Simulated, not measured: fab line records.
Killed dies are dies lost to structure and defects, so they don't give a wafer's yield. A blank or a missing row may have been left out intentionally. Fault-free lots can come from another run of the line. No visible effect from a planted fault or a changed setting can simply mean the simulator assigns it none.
fab line records	flow sky130
record lots=7	wafers=21	last_day=50
route steps=708 shown SD_P@327 RES_XHIGH@332 SD_N@342 PAD_OPEN@708
lots untouched by any fault: they come from a run of this same line in which no faults occurred
start_h: hours from the record's opening day to when the first of the lot's shown wafers began	wait_h: time in hours since the lot's previous step	" unchanged from the row above	L1.1+2: a single row standing in for several wafers	- value missing, or start not given	* or withheld: withheld	< > ~ a bound
route shown NAME@n: NAME is a module with steps in the file, n the number in the route of the first one	usual: mean/standard deviation taken from wafers without a fault	same: alike in all rows	chamber/n: place in a boat	sites: readings site by site	_std_site: the standard deviation of these	_edge_site: inner sites' mean taken away from outer sites' mean	radius_mm: for every site, how far away it sits from the centre of the wafer	mask NAME#n: copy n	behind: the tool/chamber that last shaped the wafer	hold: reason for holding the lot/hours on hold/outcome of the hold	device: transistor that didn't switch, given as n, p or np	end of line: at the end of the route, the tests of the same wafers	where a step has no rows: the recipe by itself	killed: at the first sort, the dies lost to defects and structure; wafer yield is something else	map: per-die view of a wafer (x killed, . not killed, _ where there is no die)
set.NAME: setting as actually run; set.NAME@STEP: the setting as run at that earlier step	model.NAME: the simulator's own value behind a step, which no gauge read
a table for each step, a row for each wafer; lots at some steps of the route
services: a tool's chamber out of use, with start hour (start_h, from the record's first day; less than 0 if before it), hours out, and reason
## steps
# step SKY_SD_P_CD_MEAS_07
# recipe target_cd_nm=380
# usual cd_nm=380.8/2.9
lot.wafer	tool	chamber	start_h	wait_h	cd_nm
L263.1	cd_sem-02	-	608.83	0.1	374.0
L263.3	"	-	"	"	375.4
L263.6	"	-	"	"	378.4
L264.2	cd_sem-02	-	631.89	0.1	382.5
L264.3	"	-	"	"	380.9
L264.5	"	-	"	"	378.7
L266.1	cd_sem-01	-	666.53	0.1	384.3
L266.3	"	-	"	"	382.0
L266.5	"	-	"	"	380.1
L268.1	cd_sem-01	-	681.58	0.1	383.2
L268.2	"	-	"	"	383.2
L268.4	"	-	"	"	384.3
L272.1	cd_sem-02	-	690.32	0.1	377.1
L272.2	"	-	"	"	378.5
L272.6	"	-	"	"	380.4
L276.4	cd_sem-01	-	723.03	0.1	377.1
L276.5	"	-	"	"	376.4
L276.6	"	-	"	"	375.7
L284.1	cd_sem-02	-	774.82	0.1	382.2
L284.2	"	-	"	"	384.4
L284.3	"	-	"	"	384.2
# step SKY_SD_P_OVL_MEAS_08
# usual SD_P_OVL=-0.6/1.4
lot.wafer	tool	chamber	start_h	wait_h	SD_P_OVL[nm]
L263.1	overlay-02	-	608.95	0.1	-2.5
L263.3	"	-	"	"	-1.9
L263.6	"	-	"	"	-0.7
L264.2	overlay-01	-	632.00	0.1	-0.5
L264.3	"	-	"	"	-0.4
L264.5	"	-	"	"	-0.6
L266.1	overlay-02	-	666.65	0.1	-2.8
L266.3	"	-	"	"	-1.8
L266.5	"	-	"	"	-4.9
L268.1	overlay-02	-	681.70	0.1	0.8
L268.2	"	-	"	"	0.3
L268.4	"	-	"	"	2.8
L272.1	overlay-02	-	690.44	0.1	0.8
L272.2	"	-	"	"	2.0
L272.6	"	-	"	"	2.5
L276.4	overlay-02	-	723.11	0.1	0.0
L276.5	"	-	"	"	1.4
L276.6	"	-	"	"	-1.2
L284.1	overlay-01	-	774.94	0.1	-1.3
L284.2	"	-	"	"	-1.2
L284.3	"	-	"	"	0.5
# step SKY_SD_P_IMPLANT_09
# recipe species=BF2	energy_kev=20	dose_cm2=3e+15	tilt_deg=0
# step SKY_SD_P_STRIP_10
# recipe chemistry=O2/N2	power_w=1400	pressure_mtorr=1500	platen_temp_c=withheld	o2_flow_sccm=3000	n2_flow_sccm=300	overash_fraction=0.5
# usual drypump_motor_current_A=5.9/0.31	oes_product_au=0.617/0.0049	strip_time_to_endpoint_s=17.49/0.039
lot.wafer	tool	chamber	start_h	wait_h	drypump_motor_current_A	oes_product_au	rf_hours_counter_h	strip_time_to_endpoint_s
L263.1	plasma_asher-03	0	609.13	0.1	5.4	0.617	18	17.49
L263.3	"	1	"	"	5.8	0.613	-	17.48
L263.6	"	0	"	"	5.4	0.609	-	17.44
L264.2	plasma_asher-02	1	632.18	0.1	5.7	0.623	90	17.52
L264.3	"	0	"	"	5.9	0.619	-	17.47
L264.5	"	1	"	"	5.7	0.611	-	17.47
L266.1	plasma_asher-03	0	666.84	0.1	5.4	0.610	23	17.52
L266.3	"	1	"	"	5.8	0.617	-	17.45
L266.5	"	1	"	"	5.9	0.617	-	17.48
L268.1	plasma_asher-01	0	681.88	0.1	6.3	0.621	83	17.55
L268.2	"	1	"	"	5.8	0.622	83	17.54
L268.4	"	1	"	"	5.8	0.610	-	17.53
L272.1	plasma_asher-03	1	690.63	0.1	5.9	0.618	26	17.46
L272.2	"	0	"	"	5.4	0.615	26	17.43
L272.6	"	0	"	"	5.4	0.622	-	17.50
L276.4	plasma_asher-01	1	723.31	0.1	5.8	0.617	-	17.46
L276.5	"	0	"	"	6.3	0.626	-	17.51
L276.6	"	1	"	"	5.8	0.608	-	17.55
L284.1	plasma_asher-01	0	775.13	0.1	6.3	0.618	93	17.51
L284.2	"	1	"	"	5.8	0.618	93	17.44
L284.3	"	1	"	"	5.8	0.616	-	17.52
# step SKY_SD_P_TW_MEAS_11
# usual SD_P_TW=2831/22
lot.wafer	tool	chamber	start_h	wait_h	SD_P_TW
L263.1	film_metro-04	-	609.23	0.1	2825
L263.3	"	-	"	"	2841
L263.6	"	-	"	"	2843
L264.2	film_metro-03	-	632.29	0.1	2825
L264.3	"	-	"	"	2833
L264.5	"	-	"	"	2834
L266.1	film_metro-02	-	666.94	0.1	2788
L266.3	"	-	"	"	2798
L266.5	"	-	"	"	2805
L268.1	film_metro-04	-	681.98	0.1	2841
L268.2	"	-	"	"	2848
L268.4	"	-	"	"	2856
L272.1	film_metro-02	-	690.73	0.1	2833
L272.2	"	-	"	"	2814
L272.6	"	-	"	"	2816
L276.4	film_metro-03	-	723.41	0.1	2832
L276.5	"	-	"	"	2830
L276.6	"	-	"	"	2840
L284.1	film_metro-02	-	775.23	0.1	2805
L284.2	"	-	"	"	2797
L284.3	"	-	"	"	2810
# step SKY_RES_XHIGH_DEHYDRATE_00
# recipe temp_c=200	time_s=60
# step SKY_RES_XHIGH_HMDS_01
# recipe prime_time_s=60	prime_temp_c=120
# step SKY_RES_XHIGH_COAT_02
# recipe resist=NOVOLAK	spin_rpm=3000	resist_thk_nm=1140
# step SKY_RES_XHIGH_SOFTBAKE_03
# recipe temp_c=90	time_s=60	resist=NOVOLAK
# step SKY_RES_XHIGH_EXPOSE_04
# recipe mask_id=URPM	na=0.6	source_shape=conventional	sigma_outer=0.6	polarization=unpolarized	target_cd_nm=1270	dose_mj=140
# step SKY_RES_XHIGH_PEB_05
# recipe temp_c=withheld	time_s=*	resist=NOVOLAK
# step SKY_RES_XHIGH_DEVELOP_06
# recipe resist=NOVOLAK	developer=TMAH	develop_time_s=60	dev_temp_c=23
# step SKY_RES_XHIGH_IMPLANT_07
# recipe species=BF2	energy_kev=20	dose_cm2=3.6e+14	tilt_deg=0
lot.wafer	tool	chamber	start_h	wait_h
L263.1+3+6	implanter-03	0	638.23	0.1
L264.2+3+5	implanter-03	0	660.80	0.1
L266.1+3+5	implanter-03	0	694.22	0.1
L266.1+3+5	implanter-03	0	694.54	0.3
L268.1+2+4	implanter-03	0	710.03	0.1
L268.1+2+4	implanter-03	0	710.34	0.3
L272.1+2+6	implanter-04	0	718.28	0.1
L272.1+2+6	implanter-04	0	718.59	0.3
L276.4+5+6	implanter-04	0	751.56	0.1
L284.1+2+3	implanter-03	0	799.58	0.1
# step SKY_RES_XHIGH_STRIP_08
# recipe chemistry=O2/N2	power_w=1400	pressure_mtorr=1500	platen_temp_c=withheld	o2_flow_sccm=3000	n2_flow_sccm=300	overash_fraction=0.5
# usual drypump_motor_current_A=5.8/0.3	oes_product_au=0.711/0.0049	strip_time_to_endpoint_s=14.28/0.036
lot.wafer	tool	chamber	start_h	wait_h	drypump_motor_current_A	oes_product_au	rf_hours_counter_h	strip_time_to_endpoint_s
L263.1	plasma_asher-02	0	638.38	0.1	5.9	0.708	90	14.25
L263.3	"	0	"	"	5.9	0.712	-	14.25
L263.6	"	1	"	"	5.7	0.712	-	14.24
L264.2	plasma_asher-04	1	660.92	0.1	5.3	0.723	54	14.27
L264.3	"	1	"	"	5.4	0.722	-	14.24
L264.5	"	1	"	"	5.3	0.714	-	14.24
L266.1	plasma_asher-01	1	694.69	0.1	5.8	0.680	84	15.04
L266.3	"	1	"	"	5.8	0.691	-	15.08
L266.5	"	0	"	"	6.3	0.692	-	15.07
L268.1	plasma_asher-04	0	710.49	0.1	5.7	0.689	59	15.04
L268.2	"	1	"	"	5.3	0.691	59	15.02
L268.4	"	0	"	"	5.7	0.676	-	14.99
L272.1	plasma_asher-04	0	718.74	0.1	5.7	0.676	59	15.04
L272.2	"	1	"	"	5.4	0.685	59	15.04
L272.6	"	1	"	"	5.3	0.690	-	15.04
L276.4	plasma_asher-01	0	751.67	0.1	6.3	0.713	-	14.20
L276.5	"	1	"	"	5.8	0.713	-	14.23
L276.6	"	0	"	"	6.4	0.714	-	14.23
L284.1	plasma_asher-01	0	799.73	0.1	6.3	0.711	95	14.33
L284.2	"	1	"	"	5.8	0.714	95	14.27
L284.3	"	1	"	"	5.8	0.715	-	14.28
# step SKY_RES_XHIGH_TW_MEAS_09
# usual RES_XHIGH_TW=1642/13
lot.wafer	tool	chamber	start_h	wait_h	RES_XHIGH_TW
L263.1	film_metro-03	-	638.48	0.1	1643
L263.3	"	-	"	"	1640
L263.6	"	-	"	"	1642
L264.2	film_metro-03	-	661.03	0.1	1652
L264.3	"	-	"	"	1642
L264.5	"	-	"	"	1645
L266.1	film_metro-04	-	694.79	0.1	2033
L266.3	"	-	"	"	2038
L266.5	"	-	"	"	2035
L266.1	film_metro-04	-	695.02	0.2	2031
L266.3	"	-	"	"	2028
L266.5	"	-	"	"	2027
L268.1	film_metro-03	-	710.59	0.1	2005
L268.2	"	-	"	"	2006
L268.4	"	-	"	"	2006
L268.1	film_metro-03	-	710.82	0.2	2007
L268.2	"	-	"	"	2017
L268.4	"	-	"	"	1995
L272.1	film_metro-02	-	718.89	0.1	1993
L272.2	"	-	"	"	1999
L272.6	"	-	"	"	2000
L272.1	film_metro-02	-	719.11	0.2	1995
L272.2	"	-	"	"	1997
L272.6	"	-	"	"	1999
L276.4	film_metro-04	-	751.76	0.1	1665
L276.5	"	-	"	"	1660
L276.6	"	-	"	"	1664
L284.1	film_metro-03	-	799.83	0.1	1629
L284.2	"	-	"	"	1642
L284.3	"	-	"	"	1635
# step SKY_SD_N_DEHYDRATE_00
# recipe temp_c=200	time_s=60
# step SKY_SD_N_HMDS_01
# recipe prime_time_s=60	prime_temp_c=120
# step SKY_SD_N_COAT_02
# recipe resist=NOVOLAK	spin_rpm=3000	resist_thk_nm=1140
# step SKY_SD_N_SOFTBAKE_03
# recipe temp_c=90	time_s=60	resist=NOVOLAK
# step SKY_SD_N_EXPOSE_04
# recipe mask_id=NSDM	na=0.6	source_shape=conventional	sigma_outer=0.6	polarization=unpolarized	target_cd_nm=380	dose_mj=141
# step SKY_SD_N_PEB_05
# recipe temp_c=withheld	time_s=*	resist=NOVOLAK
# step SKY_SD_N_DEVELOP_06
# recipe resist=NOVOLAK	developer=TMAH	develop_time_s=60	dev_temp_c=23
# step SKY_SD_N_CD_MEAS_07
# recipe target_cd_nm=380
# usual cd_nm=380.6/3
lot.wafer	tool	chamber	start_h	wait_h	cd_nm
L263.1	cd_sem-01	-	666.94	0.2	384.1
L263.3	"	-	"	"	383.8
L263.6	"	-	"	"	384.3
L264.2	cd_sem-01	-	688.65	0.1	377.8
L264.3	"	-	"	"	377.0
L264.5	"	-	"	"	377.9
L266.1	cd_sem-02	-	722.67	0.1	379.2
L266.3	"	-	"	"	382.2
L266.5	"	-	"	"	381.1
L268.1	cd_sem-02	-	738.03	0.1	379.9
L268.2	"	-	"	"	377.5
L268.4	"	-	"	"	374.0
L272.1	cd_sem-01	-	746.23	0.1	382.3
L272.2	"	-	"	"	383.0
L272.6	"	-	"	"	382.0
L276.4	cd_sem-01	-	778.19	0.1	384.1
L276.5	"	-	"	"	381.8
L276.6	"	-	"	"	383.6
L284.1	cd_sem-02	-	827.48	0.1	378.4
L284.2	"	-	"	"	379.2
L284.3	"	-	"	"	377.3
# step SKY_SD_N_OVL_MEAS_08
# usual SD_N_OVL=-0.3/1.4
lot.wafer	tool	chamber	start_h	wait_h	SD_N_OVL[nm]
L263.1	overlay-02	-	667.06	0.1	-0.3
L263.3	"	-	"	"	0.6
L263.6	"	-	"	"	-0.2
L264.2	overlay-01	-	688.75	0.1	-1.7
L264.3	"	-	"	"	-2.4
L264.5	"	-	"	"	-2.3
L266.1	overlay-01	-	722.79	0.1	-3.8
L266.3	"	-	"	"	-1.6
L266.5	"	-	"	"	-1.1
L268.1	overlay-01	-	738.15	0.1	-4.1
L268.2	"	-	"	"	-2.8
L268.4	"	-	"	"	-1.1
L272.1	overlay-02	-	746.35	0.1	0.0
L272.2	"	-	"	"	1.4
L272.6	"	-	"	"	-1.8
L276.4	overlay-02	-	778.26	0.1	0.1
L276.5	"	-	"	"	-1.5
L276.6	"	-	"	"	-0.5
L284.1	overlay-01	-	827.60	0.1	2.9
L284.2	"	-	"	"	1.6
L284.3	"	-	"	"	1.6
# step SKY_SD_N_IMPLANT_09
# recipe species=As	energy_kev=50	dose_cm2=4e+15	tilt_deg=0
# step SKY_SD_N_IMPLANT_10
# recipe species=P	energy_kev=20	dose_cm2=1e+14	tilt_deg=0
# step SKY_SD_N_STRIP_11
# recipe chemistry=O2/N2	power_w=1400	pressure_mtorr=1500	platen_temp_c=withheld	o2_flow_sccm=3000	n2_flow_sccm=300	overash_fraction=0.5
# usual drypump_motor_current_A=5.62/0.23	oes_product_au=0.527/0.0046	strip_time_to_endpoint_s=22.55/0.034
lot.wafer	tool	chamber	start_h	wait_h	drypump_motor_current_A	oes_product_au	rf_hours_counter_h	strip_time_to_endpoint_s
L263.1	plasma_asher-03	0	667.40	0.1	5.39	0.523	24	22.52
L263.3	"	0	"	"	5.44	0.524	-	22.53
L263.6	"	0	"	"	5.39	0.530	-	22.54
L264.2	plasma_asher-04	1	689.08	0.1	5.32	0.531	56	22.53
L264.3	"	1	"	"	5.28	0.528	-	22.53
L264.5	"	1	"	"	5.32	0.524	-	22.55
L266.1	plasma_asher-03	1	723.13	0.1	5.83	0.527	29	22.53
L266.3	"	0	"	"	5.38	0.534	-	22.57
L266.5	"	0	"	"	5.38	0.523	-	22.59
L268.1	plasma_asher-04	1	738.49	0.1	5.33	0.522	61	22.58
L268.2	"	0	"	"	5.71	0.531	61	22.59
L268.4	"	0	"	"	5.69	0.523	-	22.63
L272.1	plasma_asher-02	0	746.69	0.1	5.89	0.526	0	22.60
L272.2	"	1	"	"	5.75	0.532	0	22.58
L272.6	"	1	"	"	5.72	0.529	-	22.59
L276.4	plasma_asher-04	1	778.61	0.1	5.26	0.527	-	22.58
L276.5	"	1	"	"	5.30	0.519	-	22.54
L276.6	"	0	"	"	5.72	0.527	-	22.56
L284.1	plasma_asher-04	1	827.93	0.1	5.31	0.524	70	22.55
L284.2	"	0	"	"	5.69	0.534	70	22.51
L284.3	"	0	"	"	5.69	0.525	-	22.51
# step SKY_SD_N_TW_MEAS_12
# usual SD_N_TW=3995/34
lot.wafer	tool	chamber	start_h	wait_h	SD_N_TW
L263.1	film_metro-04	-	667.50	0.1	4015
L263.3	"	-	"	"	4014
L263.6	"	-	"	"	4010
L264.2	film_metro-03	-	689.19	0.1	3958
L264.3	"	-	"	"	3959
L264.5	"	-	"	"	3954
L266.1	film_metro-04	-	723.23	0.1	4009
L266.3	"	-	"	"	4008
L266.5	"	-	"	"	4020
L268.1	film_metro-04	-	738.59	0.1	4005
L268.2	"	-	"	"	3999
L268.4	"	-	"	"	4013
L272.1	film_metro-03	-	746.79	0.1	3984
L272.2	"	-	"	"	4002
L272.6	"	-	"	"	3962
L276.4	film_metro-04	-	778.71	0.1	4017
L276.5	"	-	"	"	4034
L276.6	"	-	"	"	4044
L284.1	film_metro-04	-	828.03	0.1	4016
L284.2	"	-	"	"	4018
L284.3	"	-	"	"	3998
# step SKY_SD_N_CLEAN_13
# recipe chemistry=SC1/SC2	mix=1:4:20	temp_c=70	time_s=150	dry=n2_spin
# step SKY_SD_N_RTA_14
# recipe temp_c=1075	time_s=2	idle_temp_c=650	ramp_up_c_per_s=150	ramp_down_c_per_s=90	ambient=N2
# usual anneal_temp_c_max=1080.3/1.8	lamp_power_pct=15.73/0.055	wafer_temp_C_max=1077.9/1.3
# same time_s=2
lot.wafer	tool	chamber	start_h	wait_h	anneal_temp_c_max	lamp_power_pct	wafer_temp_C_max
L263.1	rtp_anneal-01	0	667.61	0.0	1079.7	15.83	1076.3
L263.3	"	0	"	"	1079.0	15.77	1077.0
L263.6	"	0	"	"	1079.4	15.81	1077.2
L264.2	rtp_anneal-02	0	689.30	0.0	1086.6	15.81	1078.5
L264.3	"	0	"	"	1081.7	15.76	1079.4
L264.5	"	0	"	"	1082.7	15.64	1078.7
L266.1	rtp_anneal-01	0	723.35	0.0	1080.8	15.71	1079.9
L266.3	"	0	"	"	1078.9	15.63	1078.2
L266.5	"	0	"	"	1078.3	15.76	1078.6
L268.1	rtp_anneal-02	0	738.71	0.0	1081.2	15.67	1076.7
L268.2	"	0	"	"	1081.6	15.70	1079.6
L268.4	"	0	"	"	1081.9	15.78	1076.0
L272.1	rtp_anneal-01	0	746.91	0.0	1079.2	15.76	1076.4
L272.2	"	0	"	"	1078.4	15.70	1079.5
L272.6	"	0	"	"	1077.4	15.81	1077.7
L276.4	rtp_anneal-01	0	778.82	0.0	1079.7	15.70	1075.6
L276.5	"	0	"	"	1079.0	15.72	1075.0
L276.6	"	0	"	"	1078.5	15.75	1076.9
L284.1	rtp_anneal-02	0	828.15	0.0	1081.8	15.82	1078.9
L284.2	"	0	"	"	1081.2	15.75	1077.0
L284.3	"	0	"	"	1081.8	15.72	1078.4
# step SKY_SD_N_RS_MEAS_16
# recipe thk_meas_gauge=four-point-probe
# usual SD_N_RS=68.47/0.11
lot.wafer	tool	chamber	start_h	wait_h	SD_N_RS[ohm/sq]
L263.1	film_metro-03	-	667.78	0.1	68.46
L263.3	"	-	"	"	68.53
L263.6	"	-	"	"	68.26
L264.2	film_metro-04	-	689.48	0.1	68.47
L264.3	"	-	"	"	68.41
L264.5	"	-	"	"	68.38
L266.1	film_metro-02	-	723.52	0.1	68.58
L266.3	"	-	"	"	68.42
L266.5	"	-	"	"	68.28
L268.1	film_metro-02	-	738.88	0.1	68.39
L268.2	"	-	"	"	68.55
L268.4	"	-	"	"	68.52
L272.1	film_metro-02	-	747.08	0.1	68.47
L272.2	"	-	"	"	68.55
L272.6	"	-	"	"	68.34
L276.4	film_metro-03	-	779.02	0.1	68.35
L276.5	"	-	"	"	68.31
L276.6	"	-	"	"	68.49
L284.1	film_metro-04	-	828.32	0.1	68.58
L284.2	"	-	"	"	68.53
L284.3	"	-	"	"	68.55
# step SKY_SD_N_RS_MEAS_17
# recipe thk_meas_gauge=four-point-probe
# usual SD_P_RS=146.9/0.37
lot.wafer	tool	chamber	start_h	wait_h	SD_P_RS[ohm/sq]
L263.1	film_metro-03	-	667.90	0.1	146.7
L263.3	"	-	"	"	146.6
L263.6	"	-	"	"	146.8
L264.2	film_metro-04	-	689.60	0.1	146.4
L264.3	"	-	"	"	146.9
L264.5	"	-	"	"	147.0
L266.1	film_metro-02	-	723.64	0.1	146.7
L266.3	"	-	"	"	146.9
L266.5	"	-	"	"	146.4
L268.1	film_metro-02	-	739.00	0.1	147.4
L268.2	"	-	"	"	147.1
L268.4	"	-	"	"	147.0
L272.1	film_metro-02	-	747.20	0.1	147.3
L272.2	"	-	"	"	147.3
L272.6	"	-	"	"	147.0
L276.4	film_metro-03	-	779.14	0.1	147.0
L276.5	"	-	"	"	147.0
L276.6	"	-	"	"	146.6
L284.1	film_metro-04	-	828.44	0.1	147.3
L284.2	"	-	"	"	146.8
L284.3	"	-	"	"	146.8
# step SKY_SD_N_RS_MEAS_18
# recipe thk_meas_gauge=four-point-probe
# usual RES_XHIGH_RS=333.1/1
lot.wafer	tool	chamber	start_h	wait_h	RES_XHIGH_RS[ohm/sq]
L263.1	film_metro-03	-	668.02	0.1	332.8
L263.3	"	-	"	"	332.4
L263.6	"	-	"	"	332.5
L264.2	film_metro-04	-	689.72	0.1	335.4
L264.3	"	-	"	"	334.7
L264.5	"	-	"	"	334.1
L266.1	film_metro-02	-	723.76	0.1	205.0
L266.3	"	-	"	"	204.5
L266.5	"	-	"	"	204.2
L266.1	film_metro-02	-	724.05	0.3	204.6
L266.3	"	-	"	"	204.7
L266.5	"	-	"	"	204.1
L268.1	film_metro-02	-	739.12	0.1	204.3
L268.2	"	-	"	"	204.2
L268.4	"	-	"	"	205.0
L268.1	film_metro-02	-	739.41	0.3	204.7
L268.2	"	-	"	"	204.4
L268.4	"	-	"	"	205.1
L272.1	film_metro-02	-	747.32	0.1	203.5
L272.2	"	-	"	"	203.7
L272.6	"	-	"	"	204.2
L272.1	film_metro-02	-	747.62	0.3	203.8
L272.2	"	-	"	"	203.6
L272.6	"	-	"	"	203.8
L276.4	film_metro-03	-	779.26	0.1	334.1
L276.5	"	-	"	"	332.9
L276.6	"	-	"	"	334.2
L284.1	film_metro-04	-	828.56	0.1	331.8
L284.2	"	-	"	"	332.4
L284.3	"	-	"	"	331.4
# step SKY_PAD_OPEN_PROBE_99
# usual defect_limited_yield=82.6/2	killed_at_M0_to_M3=42/6.2	killed_at_M4_up=3.0/1.8	killed_at_contacts=25/5.9	killed_at_front_end=15/4.5	killed_dies=85/9.9	killed_open=47/6.7	killed_short=39/6.4	sort_bin_3_pad_short=0.9/0.41	sort_bin_5_function=10.2/1.4	sort_bin_6_memory=6.3/1.1	sort_n_pass=407/9.9	sort_yield_pct=82.6/2
# same gross_dies=492	killed_at_back_side=0	killed_at_other=0	sort_bin_4_leakage[%]=0	sort_bin_8_speed[%]=0
lot.wafer	tool	chamber	start_h	wait_h	defect_limited_yield[%]	killed_at_M0_to_M3	killed_at_M4_up	killed_at_contacts	killed_at_front_end	killed_dies	killed_open	killed_short	sort_bin_3_pad_short[%]	sort_bin_5_function[%]	sort_bin_6_memory[%]	sort_n_pass	sort_yield_pct[%]
L263.1	prober-01	-	1095.06	0.1	82.9	44	2	28	10	84	41	43	0.8	10.8	5.5	408	82.9
L263.3	prober-01	-	1095.16	0.2	82.7	40	5	25	15	85	49	36	0.4	9.6	7.3	407	82.7
L263.6	prober-01	-	1095.31	0.2	82.3	39	5	28	15	87	51	36	0.8	10.0	6.9	405	82.3
L264.2	prober-02	-	1108.39	0.1	84.1	31	0	34	13	78	46	32	0.4	10.2	5.3	414	84.1
L264.3	prober-02	-	1108.44	0.2	83.3	32	3	33	14	82	48	34	0.6	9.3	6.7	410	83.3
L264.5	prober-02	-	1108.54	0.2	81.5	44	3	24	20	91	51	40	0.6	12.2	5.7	401	81.5
L276.4	prober-01	-	1172.54	0.2	81.3	44	2	30	16	92	44	48	1.6	11.4	5.7	400	81.3
L276.5	prober-01	-	1172.59	0.2	81.5	45	2	34	10	91	53	38	1.0	10.4	7.1	401	81.5
L276.6	prober-01	-	1172.64	0.2	82.5	44	3	25	14	86	57	29	0.8	10.8	5.9	406	82.5
L284.1	prober-02	-	1207.15	0.1	82.3	39	4	28	16	87	45	42	0.8	10.0	6.9	405	82.3
L284.2	prober-02	-	1207.20	0.1	86.8	38	4	11	12	65	28	37	0.6	7.7	4.9	427	86.8
L284.3	prober-02	-	1207.25	0.2	84.1	42	4	22	10	78	45	33	0.4	9.6	5.9	414	84.1
# killed by level:class
L263.1 LI_CONTACT:geometric_particle:open=11 VIA1:geometric_particle:open=8 CONTACT:geometric_particle:open=8 VIA1:geometric_particle:short=6 LOCAL_INTERCONNECT:geometric_particle:short=5 POLY_GATE:geometric_particle:short=5 METAL2:geometric_particle:short=5 METAL3:geometric_particle:short=5
L263.3 VIA1:geometric_particle:open=14 CONTACT:geometric_particle:open=11 METAL2:geometric_particle:short=6 LI_CONTACT:geometric_particle:open=6 FIELD_ISO:geometric_particle:short=4 FIELD_ISO:geometric_particle:open=4 CONTACT:geometric_particle:short=4 VIA3:geometric_particle:open=4
L263.6 VIA1:geometric_particle:open=14 LI_CONTACT:geometric_particle:open=8 CONTACT:geometric_particle:open=8 LOCAL_INTERCONNECT:geometric_particle:short=6 VIA2:geometric_particle:open=6 FIELD_ISO:geometric_particle:open=5 VIA2:geometric_particle:short=4 FIELD_ISO:geometric_particle:short=4
L264.2 LI_CONTACT:geometric_particle:open=14 CONTACT:geometric_particle:open=10 VIA1:geometric_particle:open=6 VIA1:geometric_particle:short=5 VIA2:geometric_particle:open=5 FIELD_ISO:geometric_particle:open=4 METAL1:geometric_particle:short=4 LOCAL_INTERCONNECT:geometric_particle:short=4
L264.3 LI_CONTACT:geometric_particle:open=12 VIA1:geometric_particle:open=10 LI_CONTACT:geometric_particle:short=7 CONTACT:geometric_particle:short=6 VIA3:geometric_particle:open=6 VIA2:geometric_particle:open=6 POLY_GATE:geometric_particle:short=5 POLY_GATE:geometric_particle:open=5
L264.5 VIA3:geometric_particle:open=10 CONTACT:geometric_particle:open=9 VIA1:geometric_particle:open=8 VIA2:geometric_particle:open=7 LI_CONTACT:geometric_particle:open=6 VIA1:geometric_particle:short=6 FIELD_ISO:geometric_particle:short=5 POLY_GATE:geometric_particle:short=5
L276.4 CONTACT:geometric_particle:open=10 VIA2:geometric_particle:open=8 CONTACT:geometric_particle:short=8 METAL2:geometric_particle:short=6 METAL1:geometric_particle:short=6 VIA1:geometric_particle:open=6 POLY_GATE:geometric_particle:short=5 VIA1:geometric_particle:short=5
L276.5 CONTACT:geometric_particle:open=16 VIA1:geometric_particle:open=10 VIA3:geometric_particle:open=8 LI_CONTACT:geometric_particle:open=7 METAL2:geometric_particle:short=6 CONTACT:geometric_particle:short=5 VIA1:geometric_particle:short=5 VIA2:geometric_particle:open=5
L276.6 CONTACT:geometric_particle:open=14 VIA2:geometric_particle:open=10 VIA3:geometric_particle:open=9 VIA1:geometric_particle:open=7 LI_CONTACT:geometric_particle:open=6 POLY_GATE:geometric_particle:short=4 METAL1:geometric_particle:short=4 POLY_GATE:geometric_particle:open=3
L284.1 VIA3:geometric_particle:open=8 CONTACT:geometric_particle:open=8 VIA1:geometric_particle:open=8 LI_CONTACT:geometric_particle:open=7 FIELD_ISO:geometric_particle:short=6 LOCAL_INTERCONNECT:geometric_particle:short=6 VIA1:geometric_particle:short=6 POLY_GATE:geometric_particle:open=5
L284.2 METAL2:geometric_particle:short=8 VIA3:geometric_particle:open=7 METAL1:geometric_particle:short=5 VIA1:geometric_particle:short=5 FIELD_ISO:geometric_particle:short=4 CONTACT:geometric_particle:open=4 VIA1:geometric_particle:open=4 FIELD_ISO:geometric_particle:open=3
L284.3 VIA1:geometric_particle:open=11 CONTACT:geometric_particle:open=8 VIA2:geometric_particle:open=8 METAL2:geometric_particle:short=7 METAL1:geometric_particle:short=5 FIELD_ISO:geometric_particle:short=4 LI_CONTACT:geometric_particle:open=4 CONTACT:geometric_particle:short=4
## services
tool	chamber	start_h	hours	kind
plasma_asher-01	-	610.32	2.5	repair
plasma_asher-02	-	617.32	0.7	repair
plasma_asher-01	-	634.12	0.9	repair
implanter-03	-	648.87	2.4	pm
plasma_asher-01	-	655.81	1.4	repair
implanter-04	-	672.47	4.5	pm
plasma_asher-04	-	683.79	3.6	repair
plasma_asher-03	-	692.89	1.5	repair
rtp_anneal-01	-	727.13	3.2	pm
plasma_asher-02	-	733.75	9.0	pm
plasma_asher-02	0	733.75	9.0	vent_cycle
plasma_asher-02	1	733.75	9.0	vent_cycle
plasma_asher-02	0	742.75	-	clean
plasma_asher-02	1	742.75	-	clean
implanter-03	-	748.46	43.7	pm
implanter-04	-	756.88	3.9	pm
plasma_asher-04	-	801.13	14.6	pm
implanter-04	-	815.89	2.3	repair
## key
first_sign step=SKY_RES_XHIGH_IMPLANT_07	reading=visit	direction=added
effect step=SKY_RES_XHIGH_STRIP_08	reading=strip_time_to_endpoint_s	direction=up	sigmas=21	usual=*	struck=*
effect step=SKY_RES_XHIGH_TW_MEAS_09	reading=visit	direction=added
effect step=SKY_RES_XHIGH_TW_MEAS_09	reading=RES_XHIGH_TW	direction=up	sigmas=29	usual=1642	struck=2013
effect step=SKY_SD_N_RS_MEAS_18	reading=visit	direction=added
effect step=SKY_SD_N_RS_MEAS_18	reading=RES_XHIGH_RS	direction=down	sigmas=99+	usual=333.1	struck=204.3
met_at SKY_RES_XHIGH_IMPLANT_07
struck_wafers L266.1,L266.3,L266.5,L268.1,L268.2,L268.4,L272.1,L272.2,L272.6
scrapped_behind SKY_SD_N_RS_MEAS_18 L266.1,L266.3,L266.5,L268.1,L268.2,L268.4,L272.1,L272.2,L272.6
fault kind=repeated_step_whole	tool=implanter-01,implanter-03,implanter-04	chamber=-	onset_h=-	steps=SKY_RES_XHIGH_IMPLANT_07	times=1	scope=struck_lots_only
